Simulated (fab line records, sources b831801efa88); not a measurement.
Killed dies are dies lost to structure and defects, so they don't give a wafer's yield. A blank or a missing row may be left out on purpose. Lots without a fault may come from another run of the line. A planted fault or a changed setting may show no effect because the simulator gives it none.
Which tool did it? | flow gf180mcu | 13 lots, 39 wafers sampled, at 5 steps of a route of 602

WHAT THE GAUGES READ, wafer by wafer
GF_POLY_GATE_THK_MEAS_17.
lot  | measured     | on            | POLY_GATE_OXIDATION_THK (nm)
L369 | day 9 18:45  | film_metro-03 | 3.87 3.88 3.96
L370 | day 9 21:26  | film_metro-04 | 3.88 3.90 3.92
L378 | day 12 02:46 | film_metro-04 | 4.05 4.07 4.12
L379 | day 12 03:46 | film_metro-04 | 3.86 3.83 3.88
L380 | day 12 17:50 | film_metro-04 | 4.02 4.02 4.01
L381 | day 13 02:46 | film_metro-03 | 3.86 3.97 3.93
L383 | day 13 08:28 | film_metro-04 | 3.96 3.98 3.92
L385 | day 14 04:44 | film_metro-04 | 4.05 4.04 4.04
L388 | day 15 06:11 | film_metro-04 | 3.91 3.94 3.98
L390 | day 15 11:31 | film_metro-03 | 4.01 4.02 3.98
L389 | day 15 11:32 | film_metro-04 | 4.10 4.02 4.08
L391 | day 15 18:44 | film_metro-03 | 3.90 3.92 3.98
L392 | day 16 03:33 | film_metro-03 | 3.97 3.96 3.86

GF_HV_LDD_THK_MEAS_55.
lot  | measured     | on            | HV_LDD_CVD_54_THK (nm)
L369 | day 13 00:23 | film_metro-03 | 9.91 9.96 10.13
L370 | day 13 02:38 | film_metro-01 | 10.00 9.93 9.88
L378 | day 15 12:50 | film_metro-01 | 10.01 10.21 10.05
L379 | day 15 13:48 | film_metro-02 | 7.01 6.82 6.95
L380 | day 16 05:11 | film_metro-03 | 6.88 6.87 6.74
L381 | day 16 14:55 | film_metro-01 | 9.90 9.89 9.80
L383 | day 16 22:22 | film_metro-01 | 9.87 9.97 9.87
L385 | day 17 20:35 | film_metro-02 | 10.21 10.28 10.19
L388 | day 19 02:27 | film_metro-02 | 9.67 9.82 9.64
L390 | day 19 09:59 | film_metro-03 | 9.84 9.86 9.91
L389 | day 19 09:14 | film_metro-01 | 9.77 9.72 9.94
L391 | day 19 16:43 | film_metro-02 | 9.94 9.96 9.89
L392 | day 20 03:47 | film_metro-03 | 9.98 10.06 9.94

GF_M1_THK_MEAS_06: measures by xrf.
lot  | measured     | on            | M1_ALCU_THK (nm)
L369 | day 16 16:05 | film_metro-02 | 445 450 446
L370 | day 16 19:12 | film_metro-04 | 447 456 453
L378 | day 19 14:37 | film_metro-02 | 446 439 442
L379 | day 19 15:59 | film_metro-04 | 440 444 442
L380 | day 20 08:13 | film_metro-04 | 441 445 452
L381 | day 20 18:25 | film_metro-01 | 450 448 457
L383 | day 21 04:34 | film_metro-02 | 440 454 443
L385 | day 22 02:21 | film_metro-01 | 457 449 458
L388 | day 23 05:28 | film_metro-04 | 453 448 454
L390 | day 23 13:45 | film_metro-01 | 444 456 449
L389 | day 23 13:25 | film_metro-02 | 444 451 444
L391 | day 23 20:46 | film_metro-02 | 447 448 439
L392 | day 24 06:25 | film_metro-04 | 454 455 457

GF_M2_THK_MEAS_06: measures by xrf.
lot  | measured     | on            | M2_ALCU_THK (nm)
L369 | day 18 16:59 | film_metro-02 | 457 457 458
L370 | day 18 20:44 | film_metro-02 | 450 455 453
L378 | day 21 16:52 | film_metro-04 | 452 449 452
L379 | day 21 19:38 | film_metro-04 | 445 459 451
L380 | day 22 11:45 | film_metro-04 | 449 456 450
L381 | day 22 20:52 | film_metro-04 | 460 452 450
L383 | day 23 05:11 | film_metro-02 | 458 453 449
L385 | day 24 02:56 | film_metro-02 | 453 456 458
L388 | day 25 03:53 | film_metro-04 | 453 447 454
L390 | day 25 12:55 | film_metro-04 | 455 459 463
L389 | day 25 11:47 | film_metro-03 | 453 447 445
L391 | day 25 18:58 | film_metro-03 | 445 449 445
L392 | day 26 03:52 | film_metro-02 | 446 453 445

WHICH TOOL RAN EACH LOT (tool, then ch and the chambers of the sampled wafers, then the start)
lot  | GF_HV_LDD_CVD_54
L369 | lpcvd-01 ch 0, day 12 22:04
L370 | lpcvd-02 ch 0, day 13 01:36
L378 | lpcvd-02 ch 0, day 15 11:49
L379 | lpcvd-01 ch 0, day 15 12:16
L380 | lpcvd-01 ch 0, day 16 04:10
L381 | lpcvd-02 ch 1, day 16 13:54
L383 | lpcvd-02 ch 0, day 16 21:20
L385 | lpcvd-02 ch 1, day 17 19:34
L388 | lpcvd-02 ch 1, day 19 01:26
L390 | lpcvd-02 ch 1, day 19 08:58
L389 | lpcvd-01 ch 1, day 19 08:11
L391 | lpcvd-02 ch 0, day 19 15:41
L392 | lpcvd-01 ch 1, day 20 02:46
- GF_HV_LDD_CVD_54: deposits SiO2 from TEOS, target thk 10 nm, time 75 s.

WHAT THE TOOLS THEMSELVES READ (means of the sampled wafers that have a number; where no wafer has one, the mark that the record gives instead)
GF_HV_LDD_CVD_54.
lot  | tool     | zone_power_centre_pct (%)
L369 | lpcvd-01 | 10.7
L370 | lpcvd-02 | 11.2
L378 | lpcvd-02 | 11.2
L379 | lpcvd-01 | 10.6
L380 | lpcvd-01 | 10.6
L381 | lpcvd-02 | 11.2
L383 | lpcvd-02 | 11.2
L385 | lpcvd-02 | 11.4
L388 | lpcvd-02 | 11.3
L390 | lpcvd-02 | 11.3
L389 | lpcvd-01 | 12.0
L391 | lpcvd-02 | 11.1
L392 | lpcvd-01 | 11.8

THE ANSWER, worked out from the rows above alone
Rule: what is usual is taken from the lots themselves. Put in order of their means at a reading, lots are off if they are a third of the lots or fewer, leave a main group of 4 or more, and stand apart from it by a gap of 3 or more times the standard deviation of the main group's means; of several such gaps the widest counts. A main group whose means are all the same, to the digits that the tables above print for the reading, isn't used. A lot without any number at a reading at which 4 lots or more have one is off too. The other lots that the step has rows for count as sound. The gauges are gone through in route order, then the tools' own readings, and for those a lot's mean is taken as printed above. The first step at which some lot is off is used, and at that step the reading that is off furthest; a lot without a number counts as furthest.
Off: L379, L380, at GF_HV_LDD_THK_MEAS_55 (HV_LDD_CVD_54_THK). The main group: mean 9.94 nm, standard deviation 0.13.
A tool fits if, at a process step before that reading, it ran every lot that is off, and no sound lot after the first of them. The gauges at GF_HV_LDD_THK_MEAS_55 are tried like those tools. None of those tried fits.

WHAT THE SIMULATOR HAD PUT IN
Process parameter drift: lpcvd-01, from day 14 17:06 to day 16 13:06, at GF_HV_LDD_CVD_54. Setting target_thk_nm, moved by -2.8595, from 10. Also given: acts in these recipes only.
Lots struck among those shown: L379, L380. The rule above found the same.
